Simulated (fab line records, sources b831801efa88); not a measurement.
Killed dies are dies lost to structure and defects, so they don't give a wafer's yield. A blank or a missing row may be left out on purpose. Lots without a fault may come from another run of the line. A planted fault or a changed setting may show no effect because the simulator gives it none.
Chamber matching | flow gf180mcu | GF_V2_ETCH_16 on rie_diel-04: 4 sister chambers
The step etches BARC in N2/H2. 8 wafers are shown with their chamber, then 10 later ones without.

WAFERS WITH THEIR CHAMBER
wafer  | chamber | drypump_motor_current_A (A) | throttle_valve_pct (%)
L081.2 | 2       | 5.19                        | 13.215
L081.4 | 0       | 6.23                        | 13.219
L081.6 | 0       | 6.24                        | 13.227
L087.1 | 1       | 5.62                        | 13.217
L087.4 | 3       | 5.60                        | 13.220
L087.6 | 2       | 5.20                        | 13.215
L088.2 | 1       | 5.60                        | 13.220
L088.4 | 3       | 5.60                        | 13.221

WAFERS WITHOUT THEIR CHAMBER
wafer  | drypump_motor_current_A (A) | throttle_valve_pct (%)
L088.5 | 5.60                        | 13.219
L089.1 | 5.60                        | 13.227
L089.2 | 5.20                        | 13.235
L089.4 | 5.62                        | 13.226
L090.3 | 5.60                        | 13.227
L090.4 | 5.22                        | 13.227
L090.6 | 5.60                        | 13.231
L097.2 | 5.61                        | 13.232
L097.3 | 6.23                        | 13.230
L097.4 | 5.57                        | 13.220

WHICH CHAMBER EACH WENT THROUGH
wafer  | from the rows above     | in truth
L088.5 | can't be placed: 3 or 1 | 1
L089.1 | can't be placed: 3 or 1 | 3
L089.2 | 2                       | 2
L089.4 | can't be placed: 1 or 3 | 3
L090.3 | can't be placed: 3 or 1 | 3
L090.4 | 2                       | 2
L090.6 | can't be placed: 3 or 1 | 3
L097.2 | can't be placed: 3 or 1 | 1
L097.3 | 0                       | 0
L097.4 | can't be placed: 3 or 1 | 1
Placed correctly: 3 of 10. Can't be placed from these rows: 7 (the true chamber is among the candidates in 7). Placed wrongly: 0.
How it was worked out, from the rows above alone: a wafer's distance from a chamber is the root of the sum, over the readings, of the square of ((its reading less the chamber's mean) divided by the reading's scatter). The wafer belongs to the nearest chamber; if the next one is less than 2 further off, it can't be placed. A chamber's mean is the mean of its shown wafers. The scatter: the root of (the sum of the squares of (reading less its chamber's mean) over the shown wafers, divided by (wafers less chambers)).
